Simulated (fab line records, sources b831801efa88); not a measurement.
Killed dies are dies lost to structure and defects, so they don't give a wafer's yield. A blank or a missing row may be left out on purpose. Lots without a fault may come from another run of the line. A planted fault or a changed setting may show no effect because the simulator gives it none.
fab line records | flow sky130
record lots=12 wafers=36 last_day=50
route steps=708 shown LDD_N@244 LDD_HVP@282 LOCAL_INTERCONNECT@387 METAL2@486
lots that met no fault: from a run of the same line without faults
start_h: hours from the record's first day to the start of the lot's first wafer shown | wait_h: hours since the lot's step before | " the same as in the row above | L1.1+2: a row that stands for several wafers | - no value, or no start given | * or withheld: withheld | < > ~ a bound
route shown NAME@n: a module of which the file shows steps, and the number in the route of the first | usual: mean/standard deviation of fault-free wafers | same: alike in all rows | chamber/n: place in a boat | sites: the reading at each site | _std_site: their standard deviation | _edge_site: outer sites' mean less inner sites' | radius_mm: how far each site lies from the wafer's centre | mask NAME#n: copy n | behind: the tool/chamber that last shaped the wafer | hold: why the lot was held/for how many hours/how that ended | device: the transistor (n, p or np) that didn't switch | end of line: the same wafers' tests at the end of the route | a step without rows: its recipe alone | killed: dies lost to structure and defects at the first sort, not the wafer's yield | map: a wafer's dies, x killed, . not, _ none there
set.NAME: the setting as run; set.NAME@STEP: as run at that earlier step | model.NAME: the simulator's own value behind a step, which no gauge read
steps of the route over a sample of lots; a table a step, a row a wafer
services: from which hour (start_h, from the record's first day; less than 0 if before it) a tool's chamber was out of use, for how many hours, and why
## steps
# step SKY_LDD_N_OVL_MEAS_07
# usual LDD_N_OVL=-1.4/1.2
# columns lot.wafer tool chamber start_h wait_h LDD_N_OVL[nm]
L235.1 overlay-02 - 416.22 0.1 -2.2
L235.2 " - " " -2.4
L235.5 " - " " -0.8
L236.2 overlay-02 - 420.02 0.1 -3.7
L236.3 " - " " -3.2
L236.5 " - " " -3.8
L237.1 overlay-02 - 426.12 0.1 0.0
L237.4 " - " " -0.4
L237.5 " - " " 0.1
L238.1 overlay-02 - 432.77 0.1 -2.1
L238.2 " - " " -1.6
L238.5 " - " " -3.5
L239.1 overlay-02 - 461.76 0.1 -2.9
L239.2 " - " " -1.3
L239.6 " - " " -0.3
L240.2 overlay-01 - 463.64 0.1 -2.4
L240.3 " - " " -1.4
L240.6 " - " " -2.1
L241.1 overlay-01 - 466.97 0.1 0.2
L241.4 " - " " 0.3
L241.6 " - " " -1.0
L242.3 overlay-01 - 474.02 0.1 -3.2
L242.5 " - " " -5.0
L242.6 " - " " -3.0
L246.3 overlay-02 - 525.98 0.1 -2.2
L246.4 " - " " -3.4
L246.6 " - " " -1.1
L252.2 overlay-01 - 565.32 0.1 -2.1
L252.5 " - " " -0.3
L252.6 " - " " -2.0
L253.1 overlay-02 - 568.13 0.1 -0.5
L253.2 " - " " -1.7
L253.4 " - " " -1.4
L256.3 overlay-01 - 599.38 0.1 0.4
L256.4 " - " " -0.5
L256.5 " - " " -0.7
# step SKY_LDD_HVP_EXPOSE_04
# recipe mask_id=HVPTM na=0.6 source_shape=conventional sigma_outer=0.6 polarization=unpolarized target_cd_nm=700 dose_mj=86
# usual focus_offset_nm=-0.1/0.58
# same na=0.6
# columns lot.wafer tool chamber start_h wait_h mask focus_offset_nm
L235.1 iline_stepper-02 0 493.38 - HVPTM#0 -2.1
L235.2 " 0 " " HVPTM#0 -0.3
L235.5 " 0 " " HVPTM#0 -0.9
L236.2 iline_stepper-02 0 496.54 - HVPTM#0 0.0
L236.3 " 0 " " HVPTM#0 -0.4
L236.5 " 0 " " HVPTM#0 -0.5
L237.1 iline_stepper-01 0 503.38 - HVPTM#0 -1.1
L237.4 " 0 " " HVPTM#0 -0.1
L237.5 " 0 " " HVPTM#0 -0.8
L238.1 iline_stepper-01 0 511.90 - HVPTM#0 1.1
L238.2 " 0 " " HVPTM#0 0.5
L238.5 " 0 " " HVPTM#0 0.5
L239.1 iline_stepper-01 0 541.46 - HVPTM#0 -0.6
L239.2 " 0 " " HVPTM#0 -0.8
L239.6 " 0 " " HVPTM#0 -0.3
L240.2 iline_stepper-01 0 543.88 - HVPTM#0 -0.9
L240.3 " 0 " " HVPTM#0 -1.1
L240.6 " 0 " " HVPTM#0 -1.0
L241.1 iline_stepper-01 0 545.71 - HVPTM#0 0.5
L241.4 " 0 " " HVPTM#0 0.0
L241.6 " 0 " " HVPTM#0 1.1
L242.3 iline_stepper-01 0 552.20 - HVPTM#0 -0.9
L242.5 " 0 " " HVPTM#0 -0.1
L242.6 " 0 " " HVPTM#0 -0.1
L246.3 iline_stepper-02 0 602.48 - HVPTM#0 -0.1
L246.4 " 0 " " HVPTM#0 -0.3
L246.6 " 0 " " HVPTM#0 -0.3
L252.2 iline_stepper-02 0 639.42 - HVPTM#0 0.3
L252.5 " 0 " " HVPTM#0 0.2
L252.6 " 0 " " HVPTM#0 -0.3
L253.1 iline_stepper-02 0 644.04 - HVPTM#0 0.1
L253.2 " 0 " " HVPTM#0 -0.3
L253.4 " 0 " " HVPTM#0 0.3
L256.3 iline_stepper-02 0 673.91 - HVPTM#0 1.1
L256.4 " 0 " " HVPTM#0 -0.1
L256.5 " 0 " " HVPTM#0 0.2
# step SKY_LDD_HVP_OVL_MEAS_07
# usual LDD_HVP_OVL=-0.8/1.2
# columns lot.wafer tool chamber start_h wait_h hold LDD_HVP_OVL[nm]
L235.1 overlay-02 - 509.21 0.1 - -1.9
L235.2 " - " " - -1.0
L235.5 " - " " - -0.4
L236.2 overlay-01 - 512.27 0.1 - 1.6
L236.3 " - " " - -0.4
L236.5 " - " " - 0.6
L237.1 overlay-02 - 519.05 0.1 - -0.1
L237.4 " - " " - 2.0
L237.5 " - " " - -1.3
L238.1 overlay-01 - 526.70 0.1 - 0.2
L238.2 " - " " - -0.6
L238.5 " - " " - 0.2
L239.1 overlay-01 - 556.31 0.1 await_dispo/0.2h/release 3.5
L239.2 " - " " await_dispo/0.2h/release 4.0
L239.6 " - " " await_dispo/0.2h/release 2.4
L239.1 overlay-01 - 556.51 0.2 - 4.7
L239.2 " - " " - 6.3
L239.6 " - " " - 3.8
L240.2 overlay-02 - 558.28 0.1 - 1.6
L240.3 " - " " - 3.9
L240.6 " - " " - 2.4
L241.1 overlay-01 - 560.30 0.1 await_dispo/0.2h/release 3.4
L241.4 " - " " await_dispo/0.2h/release 2.1
L241.6 " - " " await_dispo/0.2h/release 3.1
L241.1 overlay-01 - 560.50 0.2 - 4.7
L241.4 " - " " - 3.6
L241.6 " - " " - 4.4
L242.3 overlay-02 - 566.82 0.1 await_dispo/0.2h/release 4.1
L242.5 " - " " await_dispo/0.2h/release 2.4
L242.6 " - " " await_dispo/0.2h/release 4.1
L242.3 overlay-02 - 567.05 0.2 - 5.9
L242.5 " - " " - 3.8
L242.6 " - " " - 6.1
L246.3 overlay-01 - 617.53 0.1 - -0.9
L246.4 " - " " - -2.8
L246.6 " - " " - -2.3
L252.2 overlay-02 - 653.05 0.1 - -0.8
L252.5 " - " " - -1.5
L252.6 " - " " - -1.2
L253.1 overlay-02 - 657.55 0.1 - -1.2
L253.2 " - " " - 0.2
L253.4 " - " " - -0.3
L256.3 overlay-01 - 687.02 0.1 - -0.2
L256.4 " - " " - 0.4
L256.5 " - " " - -1.2
# step SKY_LOCAL_INTERCONNECT_SPUTTER_00
# recipe material=TiN target_thk_nm=100 temp_c=300 power_w=6500 time_s=83.3 chamber_pressure_pa=0.4
# usual throttle_valve_pct=29.9/0.77
# columns lot.wafer tool chamber start_h wait_h throttle_valve_pct
L235.1 pvd_sputter-03 - 690.00 0.2 30.0
L235.2 " - " " 29.1
L235.5 " - " " 29.2
L236.2 pvd_sputter-01 - 692.38 0.2 29.4
L236.3 " - " " 31.4
L236.5 " - " " 30.7
L237.1 pvd_sputter-04 - 702.77 0.1 29.2
L237.4 " - " " 30.4
L237.5 " - " " 30.3
L238.1 pvd_sputter-01 - 706.65 0.2 31.3
L238.2 " - " " 30.1
L238.5 " - " " 30.1
L239.1 pvd_sputter-03 - 734.79 0.2 29.8
L239.2 " - " " 29.4
L239.6 " - " " 28.9
L240.2 pvd_sputter-03 - 736.80 0.1 29.8
L240.3 " - " " 29.9
L240.6 " - " " 29.3
L241.1 pvd_sputter-03 - 739.74 0.1 29.6
L241.4 " - " " 29.2
L241.6 " - " " 29.3
L242.3 pvd_sputter-04 - 743.43 0.2 30.3
L242.5 " - " " 30.9
L242.6 " - " " 28.9
L246.3 pvd_sputter-03 - 791.55 0.2 29.9
L246.4 " - " " 29.2
L246.6 " - " " 29.2
L252.2 pvd_sputter-04 - 821.77 0.2 29.1
L252.5 " - " " 28.9
L252.6 " - " " 30.5
L253.1 pvd_sputter-03 - 827.45 0.2 29.3
L253.2 " - " " 29.8
L253.4 " - " " 28.9
L256.3 pvd_sputter-04 - 853.73 0.1 30.3
L256.4 " - " " 29.0
L256.5 " - " " 28.8
# step SKY_METAL2_SPUTTER_03
# recipe material=Ti target_thk_nm=5 power_w=3000 time_s=3.3 chamber_pressure_pa=0.4
# usual throttle_valve_pct=29.8/0.73
# columns lot.wafer tool chamber start_h wait_h throttle_valve_pct
L235.1 pvd_sputter-03 - 803.79 0.0 29.2
L235.2 " - " " 29.7
L235.5 " - " " 30.0
L236.2 pvd_sputter-03 - 805.80 0.0 29.8
L236.3 " - " " 30.0
L236.5 " - " " 29.4
L237.1 pvd_sputter-03 - 817.50 0.0 29.0
L237.4 " - " " 28.8
L237.5 " - " " 29.7
L238.1 pvd_sputter-03 - 821.03 0.0 29.3
L238.2 " - " " 29.1
L238.5 " - " " 29.1
L239.1 pvd_sputter-04 - 846.63 0.0 30.8
L239.2 " - " " 30.0
L239.6 " - " " 30.8
L240.2 pvd_sputter-04 - 849.99 0.0 29.5
L240.3 " - " " 30.2
L240.6 " - " " 29.2
L241.1 pvd_sputter-03 - 851.98 0.0 28.8
L241.4 " - " " 29.2
L241.6 " - " " 29.1
L242.3 pvd_sputter-01 - 856.72 0.0 30.6
L242.5 " - " " 30.2
L242.6 " - " " 29.3
L246.3 pvd_sputter-01 - 899.92 0.0 30.6
L246.4 " - " " 31.4
L246.6 " - " " 30.7
L252.2 pvd_sputter-04 - 929.80 0.0 30.8
L252.5 " - " " 29.1
L252.6 " - " " 29.0
L253.1 pvd_sputter-01 - 935.33 0.0 29.4
L253.2 " - " " 30.4
L253.4 " - " " 31.4
L256.3 pvd_sputter-03 - 960.85 0.0 29.9
L256.4 " - " " 29.3
L256.5 " - " " 30.1
## services
# columns tool chamber start_h hours kind
iline_stepper-02 - 469.52 1.7 repair
iline_stepper-01 - 492.19 1.7 pm
pvd_sputter-03 - 519.15 7.4 repair
iline_stepper-02 - 589.09 1.7 pm
pvd_sputter-01 - 593.05 20.7 repair
iline_stepper-01 - 615.91 3.8 repair
pvd_sputter-01 - 635.71 0.5 repair
iline_stepper-01 - 642.91 2.1 pm
pvd_sputter-03 - 646.67 2.2 repair
iline_stepper-02 - 661.76 4.4 pm
pvd_sputter-03 - 665.07 3.1 repair
pvd_sputter-03 - 667.37 4.6 repair
pvd_sputter-01 - 685.65 2.3 repair
pvd_sputter-04 - 688.44 4.2 repair
iline_stepper-01 - 710.40 1.7 pm
iline_stepper-02 - 733.09 12.2 repair
pvd_sputter-04 - 765.51 4.3 repair
iline_stepper-02 - 807.37 1.7 pm
iline_stepper-01 - 818.28 8.9 pm
iline_stepper-02 - 901.37 23.0 repair
iline_stepper-02 - 915.36 3.7 repair
iline_stepper-02 - 917.94 13.9 repair
pvd_sputter-03 - 924.89 2.9 repair
iline_stepper-01 - 931.95 1.7 pm
## key
first_sign step=SKY_LDD_HVP_OVL_MEAS_07 reading=visit direction=added
effect step=SKY_LDD_HVP_OVL_MEAS_07 reading=LDD_HVP_OVL direction=up sigmas=3.3 usual=-0.8 struck=3.1
met_at SKY_LDD_HVP_EXPOSE_04
struck_lots L239,L240,L241,L242
tester_left_out L239,L240,L241,L242
not_acting_at SKY_LDD_N_OVL_MEAS_07,SKY_LOCAL_INTERCONNECT_SPUTTER_00,SKY_METAL2_SPUTTER_03
onset_between 511.90 541.46
fault kind=scanner_matching_overlay tool=iline_stepper-01 chamber=- onset_h=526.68 steps=SKY_LDD_HVP_EXPOSE_04 offset=3.2724
# tester_left_out: of these lots the tester's yield and bins aren't shown, on N5 and GAA mostly nor the transistor test; their killed dies are dies lost to structure and defects alone, not to doping, threshold or leakage, so they don't give the yield
